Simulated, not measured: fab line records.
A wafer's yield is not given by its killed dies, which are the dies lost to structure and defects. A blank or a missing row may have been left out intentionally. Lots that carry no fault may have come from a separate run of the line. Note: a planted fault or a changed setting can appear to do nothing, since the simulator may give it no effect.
The tool behind it: which one? ; flow sky130 ; Sampling: 12 lots, 36 wafers, 5 of 708 route steps

WHAT EACH GAUGE READ, for each wafer
SKY_POLY_GATE_OVL_MEAS_14. Usual: for POLY_GATE_OVL the level is 1 nm and the standard deviation is 5.
lot;measured;on;POLY_GATE_OVL (nm);flag
L584;day 15 20:37;overlay-01;4 5 3;
L587;day 17 16:22;overlay-02;2 5 4;
L589;day 18 02:31;overlay-02;-3 6 -4;
L590;day 18 20:01;overlay-02;8 5 -4;
L593;day 19 15:44;overlay-01;9 6 2;
L594;day 20 08:46;overlay-01;9 13 9;
L595;day 20 13:52;overlay-01;-1 0 -1;
L596;day 20 14:04;overlay-02;2 -3 -2;
L597;day 21 03:43;overlay-02;-4 0 -1;
L602;day 24 00:34;overlay-02;0 2 6;
L605;day 24 02:16;overlay-02;6 -1 4;
L606;day 24 14:37;overlay-02;-6 -7 -5;

SKY_LDD_HVN_TW_MEAS_10. Usual: for LDD_HVN_TW the level is 1448 and the standard deviation is 15.
lot;measured;on;LDD_HVN_TW;flag
L584;day 19 17:49;film metro-01;1438 1434 1435;
L587;day 21 15:44;film metro-03;1429 1444 1439;
L589;day 22 03:17;film metro-03;1434 1432 1439;
L590;day 22 18:46;film metro-03;1433 1438 1438;
L593;day 23 16:30;film metro-03;1450 1452 1450;
L594;day 24 07:16;film metro-03;1328 1315 1332;OFF
L595;day 24 12:17;film metro-02;1455 1455 1460;
L596;day 24 13:13;film metro-01;1302 1301 1293;OFF
L597;day 25 01:22;film metro-03;1454 1456 1459;
L602;day 27 18:56;film metro-03;1460 1456 1460;
L605;day 27 21:13;film metro-03;1463 1459 1461;
L606;day 28 09:41;film metro-02;1470 1475 1472;

SKY_SPACER_THK_MEAS_01. Usual: for SPACER_CVD_00_THK the level is 43.3 nm and the standard deviation is 0.32.
lot;measured;on;SPACER_CVD_00_THK (nm);flag
L584;day 22 09:17;film metro-04;43.1 42.6 42.7;
L587;day 24 06:37;film metro-03;43.6 43.6 43.5;
L589;day 24 18:05;film metro-04;43.0 43.1 43.5;
L590;day 25 09:03;film metro-03;43.5 43.6 43.4;
L593;day 26 06:24;film metro-01;43.7 43.7 44.1;
L594;day 26 18:58;film metro-04;43.1 43.3 43.5;
L595;day 27 01:32;film metro-04;43.3 43.5 43.8;
L596;day 27 02:56;film metro-04;43.0 43.2 43.3;
L597;day 27 14:06;film metro-01;43.3 43.4 43.4;
L602;day 31 02:34;film metro-01;43.4 43.3 43.3;
L605;day 31 02:37;film metro-03;42.9 43.4 43.3;
L606;day 31 02:38;film metro-04;43.4 43.5 43.4;

TOOL THAT RAN EACH LOT (tool first, then ch and the chambers of the sampled wafers, then the start)
lot;SKY_POLY_GATE_ETCH_17;SKY_LDD_HVN_IMPLANT_08
L584;rie si-01 ch 0,2, day 15 20:50;implanter-04 ch 0, day 19 17:34
L587;rie si-01 ch 0,2, day 17 16:35;implanter-04 ch 0, day 21 15:30
L589;rie si-01 ch 0,1,3, day 18 02:43;implanter-03 ch 0, day 22 03:02
L590;rie si-01 ch 1,2,3, day 18 20:14;implanter-04 ch 0, day 22 18:31
L593;rie si-02 ch 1,2,3, day 19 15:56;implanter-03 ch 0, day 23 16:17
L594;rie si-02 ch 0,2,3, day 20 08:58;implanter-03 ch 0, day 24 07:01
L595;rie si-02 ch 1,2, day 20 14:05;implanter-04 ch 0, day 24 12:03
L596;rie si-01 ch 1,3, day 20 14:16;implanter-03 ch 0, day 24 12:58
L597;rie si-02 ch 0,1,3, day 21 03:56;implanter-02 ch 0, day 25 01:07
L602;rie si-02 ch 2,3, day 24 00:47;implanter-03 ch 0, day 27 18:41
L605;rie si-02 ch 2,3, day 24 02:28;implanter-03 ch 0, day 27 20:58
L606;rie si-01 ch 1,2,3, day 24 14:49;implanter-04 ch 0, day 28 09:28
- SKY_POLY_GATE_ETCH_17: etches poly-Si in HBr/Cl2, stops on SiO2, target depth 180 nm, time 70.5 s.
- SKY_LDD_HVN_IMPLANT_08

AS READ BY THE TOOLS THEMSELVES (means over the sampled wafers that have a number; for cases with no such wafer, the mark the record gives instead)
SKY_POLY_GATE_ETCH_17. Usual: drypump motor current A 6.3 A, standard deviation 0.38; mfc cl2 sccm 50.00 sccm, standard deviation 0.15; oes product au 0.986 a.u., standard deviation 0.0064; throttle valve pct 33.684 %, standard deviation 0.0078.
lot;tool;drypump motor current A (A);mfc cl2 sccm (sccm);oes product au (a.u.);throttle valve pct (%);flag
L584;rie si-01;6.2;50.13;0.993;33.683;
L587;rie si-01;6.2;49.94;0.982;33.681;
L589;rie si-01;6.3;50.00;0.981;33.682;
L590;rie si-01;6.5;49.89;0.987;33.683;
L593;rie si-02;6.1;49.97;0.993;33.683;
L594;rie si-02;6.1;50.06;0.990;33.684;
L595;rie si-02;6.3;50.14;0.987;33.690;
L596;rie si-01;6.5;49.90;0.982;33.688;
L597;rie si-02;6.0;49.96;0.984;33.683;
L602;rie si-02;6.2;49.89;0.996;33.679;
L605;rie si-02;6.0;50.04;0.992;33.689;
L606;rie si-01;6.5;50.09;0.990;33.689;

SKY_LDD_HVN_IMPLANT_08. Usual: beam energy keV at 60.007, with a standard deviation of 0.014.
lot;tool;beam energy keV;flag
L584;implanter-04;60.008;
L587;implanter-04;59.990;
L589;implanter-03;60.017;
L590;implanter-04;60.020;
L593;implanter-03;60.006;
L594;implanter-03;41.581;OFF
L595;implanter-04;60.011;
L596;implanter-03;41.590;OFF
L597;implanter-02;59.999;
L602;implanter-03;60.005;
L605;implanter-03;60.003;
L606;implanter-04;60.013;

THE ANSWER, worked out from the rows above alone
Rule: a lot counts as off when the mean over its wafers that have a number is more than 3 standard deviations away from the usual mean. A lot without any number at a reading at which 4 lots or more have one is off too. Where the step has rows for the other lots, those lots are counted as sound. The gauges are gone through in route order, then the tools' own readings, and for those a lot's mean is taken as printed above. At the first step where some lot is off, the reading lying furthest off is the one used; lots without a number count as furthest.
Off: at SKY_LDD_HVN_TW_MEAS_10 (LDD_HVN_TW), L594, L596.
A tool fits if, at a process step before that reading, it ran every lot that is off, and no sound lot after the first of them. The gauges at SKY_LDD_HVN_TW_MEAS_10 aren't tried: what is off there is off at SKY_LDD_HVN_IMPLANT_08 too, on other tools, and a gauge's error can't cause that. Not one of the candidates tried fits.

WHAT THE SIMULATOR HAD PUT IN
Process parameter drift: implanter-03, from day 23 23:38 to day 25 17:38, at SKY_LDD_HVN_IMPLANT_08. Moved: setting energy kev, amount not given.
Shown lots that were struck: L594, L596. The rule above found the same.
